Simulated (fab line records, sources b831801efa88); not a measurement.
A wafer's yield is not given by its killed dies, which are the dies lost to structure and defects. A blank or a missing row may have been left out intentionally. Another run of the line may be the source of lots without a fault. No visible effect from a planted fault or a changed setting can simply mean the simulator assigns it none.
What tool caused it? | flow sky130 | 18 wafers from 6 lots sampled at 2 of the route's 708 steps

## WHAT THE GAUGES READ, wafer by wafer
SKY_VIA4_BOW_MEAS_03.
lot  | measured     | on           | VIA4_BOW (um)
L529 | day 42 11:17 | filmMetro-04 | 75 83 85
L531 | day 42 23:26 | filmMetro-04 | 75 65 74
L540 | day 45 14:08 | filmMetro-02 | 73 77 77
L544 | day 46 14:50 | filmMetro-04 | 95 87 79
L546 | day 46 21:57 | filmMetro-02 | 82 71 76
L548 | day 47 12:13 | filmMetro-04 | 78 79 72

## WHAT TOOL EACH LOT RAN ON (gives the tool, then ch and the chambers of the sampled wafers, and finally the start)
lot  | SKY_VIA1_STRIP_17
L529 | wetBench-03 ch 2, day 34 11:01
L531 | wetBench-03 ch 0, day 35 03:20
L540 | wetBench-03 ch 0, day 38 03:47
L544 | wetBench-02 ch 3, day 39 06:52
L546 | wetBench-03 ch 1, day 39 19:53
L548 | wetBench-03 ch 0, day 40 08:31
- SKY_VIA1_STRIP_17: strips in post etch residue remover, time 1200 s.

## THE ANSWER, worked out from the rows above alone
Rule: what is usual is taken from the lots themselves. Put in order of their means at a reading, lots are off if they are a third of the lots or fewer, leave a main group of 4 or more, and stand apart from it by a gap of 3 or more times the standard deviation of the main group's means; of several such gaps the widest counts. Not used: any main group whose means are identical at the precision the tables above print for the reading. Also off: a lot with no number at a reading for which 4 or more lots have one. Any other lot the step has rows for is counted as sound.
No lot is off on any of the readings shown, so nothing can be concluded from this.

## WHAT THE SIMULATOR HAD PUT IN
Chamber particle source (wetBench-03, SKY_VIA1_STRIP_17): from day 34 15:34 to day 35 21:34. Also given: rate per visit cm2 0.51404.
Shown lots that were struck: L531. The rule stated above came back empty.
